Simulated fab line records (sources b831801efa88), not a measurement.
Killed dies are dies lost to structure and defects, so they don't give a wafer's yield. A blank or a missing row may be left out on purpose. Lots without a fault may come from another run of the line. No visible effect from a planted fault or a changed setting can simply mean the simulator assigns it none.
Problem report, 8D (eight disciplines) form, completed by code / flow gf180mcu / the parts of the form that need people (team, actions taken, sign-off) are left out

1. THE ISSUE
oes_product_au at GF_M5_ETCH_09 reads a mean of 1.294 a.u. on 6 wafers of 2 lots; wafers without a fault read 0.996 a.u. with a standard deviation of 0.011. Relative to the usual mean, that is a shift of +27 standard deviations.
The step: etches Si3N4 in CF4/O2, target depth 52 nm, time 11.6 s.
Earliest sighting: wafer L988.2 on rie_diel-03 at day 31 03:40. The record has a number at this step for 36 wafers belonging to 12 lots. Rule for "out" (also "out of limits"): further than 4 standard deviations from the usual mean. The other wafers with a number count as sound.

2. WHAT IT IS; WHAT IT IS NOT
question=which readings at this step | is=oes_product_au, throttle_valve_pct | is not=drypump_motor_current_A
question=which lots | is=L988, L990 | is not=L972, L973, L976, L977, L978, L979, L980, L982, L994, L995
question=which wafers of those lots | is=all that have a number | is not=-
question=read on which tools | is=rie_diel-03 | is not=rie_diel-01, rie_diel-04
question=when | is=from day 31 03:40 | is not=up to then (24 sound wafers); but 6 sound wafers of L994, L995 came after

3. SUSPECTS, AND WHAT RULES EACH OUT
Counting: a tool at a process step up to the reading stays a suspect if it ran every lot that is out and no sound lot after the first of them.
- rie_diel-03 at GF_M5_ETCH_09 (etches Si3N4 in CF4/O2, target depth 52 nm, time 11.6 s): kept. It processed each lot that is out, first L988 at day 31 03:40, and no sound lot thereafter; up to then, the last sound lot it processed was L982 at day 29 14:51. On those wafers its own readings are out: oes_product_au, throttle_valve_pct.
Left after counting: rie_diel-03 at GF_M5_ETCH_09.

4. THE CAUSE (what the simulator had put in)
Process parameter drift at GF_M5_ETCH_09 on rie_diel-03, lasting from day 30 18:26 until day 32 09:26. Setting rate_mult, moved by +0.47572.
Counting left only this tool.

5. THE CHAIN OF EFFECTS, in route order
One row per reading whose mean, taken over the struck wafers that have a number, lies over 3 standard deviations from the usual. Only readings for which the record gives a usual standard deviation are gone through. hours: the time from each lot's start at the first step in this table that gives one to its start at this step, as a median over the lots. sigmas: the change in usual standard deviations.
hours=0; step=GF_M5_ETCH_09; reading=oes_product_au; usual=0.996 a.u.; on struck wafers=1.294; change=+0.298; sigmas=+27
hours=0; step=GF_M5_ETCH_09; reading=throttle_valve_pct; usual=5.969 %; on struck wafers=6.052; change=+0.083; sigmas=+8.9
Here are the process steps it includes:
- GF_M5_ETCH_09: etches Si3N4 in CF4/O2, target depth 52 nm, time 11.6 s.

6. HOW IT WOULD HAVE BEEN CAUGHT EARLIER
In this record the first reading out of limits was taken at day 31 03:40, 9 hours after the fault began at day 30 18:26.
